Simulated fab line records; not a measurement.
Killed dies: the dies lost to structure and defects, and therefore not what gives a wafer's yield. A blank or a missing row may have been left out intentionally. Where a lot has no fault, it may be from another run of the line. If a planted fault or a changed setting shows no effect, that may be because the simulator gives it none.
Chamber matching + flow sky130 + SKY_CAPM_CVD_00 on pecvd-03 has 3 sister chambers
The step deposits SiO2, target thk 15.5 nm. 14 wafers are shown with their chamber, then 7 later ones without.

WAFERS WITH THEIR CHAMBER
| wafer  | chamber | heaterPowerW (W) |
|--------|---------|------------------|
| L956.2 | 1       | 992              |
| L956.3 | 2       | 705              |
| L956.6 | 1       | 985              |
| L958.2 | 2       | 728              |
| L958.3 | 0       | 599              |
| L958.6 | 0       | 584              |
| L959.3 | 2       | 715              |
| L959.4 | 0       | 528              |
| L959.6 | 1       | 1039             |
| L965.2 | 0       | 604              |
| L965.4 | 1       | 1008             |
| L965.5 | 0       | 647              |
| L974.1 | 2       | 745              |
| L974.3 | 1       | 940              |

SIGNATURES (averages over the wafers above)
| reading      | chamber 0 | chamber 1 | chamber 2 | scatter within a chamber |
|--------------|-----------|-----------|-----------|--------------------------|
| heaterPowerW | 592.40    | 992.80    | 723.25    | 35                       |
Rule: for each reading, subtract the chamber's mean from the wafer's reading, divide by that reading's scatter and square the result; add these up over the readings and take the root, which gives the wafer's distance from the chamber. If the next closest chamber is less than 2 further off than the closest, the wafer can't be placed; otherwise it belongs to the closest. The scatter: the root of (the sum of the squares of (reading less its chamber's mean) over the shown wafers, divided by (wafers less chambers)).

WAFERS WITH NO CHAMBER GIVEN
| wafer  | heaterPowerW (W) |
|--------|------------------|
| L974.5 | 740              |
| L975.2 | 585              |
| L975.3 | 684              |
| L975.5 | 591              |
| L977.2 | 1051             |
| L977.3 | 518              |
| L977.6 | 509              |

CHAMBER TAKEN BY EACH
| wafer  | from the rows above     | in truth |
|--------|-------------------------|----------|
| L974.5 | 2                       | 2        |
| L975.2 | 0                       | 0        |
| L975.3 | can't be placed: 2 or 0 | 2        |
| L975.5 | 0                       | 0        |
| L977.2 | 1                       | 1        |
| L977.3 | 0                       | 0        |
| L977.6 | 0                       | 0        |
Placed correctly: 6 of 7. Cannot be placed on the basis of these rows: 1; the candidates contain the true chamber in 1. Number placed wrongly: 0.
